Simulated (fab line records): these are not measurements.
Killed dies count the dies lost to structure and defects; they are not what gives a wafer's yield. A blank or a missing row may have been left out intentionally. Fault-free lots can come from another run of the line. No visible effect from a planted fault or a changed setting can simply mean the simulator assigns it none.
Chamber matching | flow sky130 | SKY_CONTACT_ETCH_17 on rie diel-03: 4 sister chambers
The step etches SiO2 in C4F8/O2/Ar, stops on Si3N4, target depth 340 nm. 4 wafers are shown with their chamber, then 9 later ones without.

EACH WAFER AND ITS CHAMBER
wafer  | chamber | oes product au (a.u.)
L083.4 | 0       | 0.894
L084.1 | 3       | 0.897
L089.2 | 2       | 0.885
L089.5 | 1       | 0.890

WAFERS WHOSE CHAMBER IS MISSING
wafer  | oes product au (a.u.)
L090.1 | 0.891
L090.2 | 0.884
L090.5 | 0.882
L092.2 | 0.891
L092.4 | 0.879
L092.5 | 0.885
L097.1 | 0.891
L097.3 | 0.889
L097.6 | 0.885

EACH ONE'S CHAMBER
wafer  | from the rows above          | in truth
L090.1 | can't be placed: 1 or 0      | 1
L090.2 | 2                            | 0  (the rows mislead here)
L090.5 | 2                            | 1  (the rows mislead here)
L092.2 | can't be placed: 1 or 0      | 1
L092.4 | 2                            | 2
L092.5 | 2                            | 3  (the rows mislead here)
L097.1 | can't be placed: 1 or 0      | 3
L097.3 | can't be placed: 1 or 2 or 0 | 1
L097.6 | 2                            | 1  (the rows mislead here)
Placed correctly: 1 of 9. These rows do not allow placing 4 (true chamber among the candidates in 3). Placed wrongly: 4.
How it was worked out, from the rows above alone: a wafer's distance from a chamber is the root of the sum, over the readings, of the square of ((its reading less the chamber's mean) divided by the reading's scatter). The wafer belongs to the nearest chamber; if the next one is less than 2 further off, it can't be placed. The mean given for a chamber averages the wafers shown for that chamber. The scatter: root of mean squared gap, hidden wafer to nearest shown wafer, with one shown wafer a chamber.
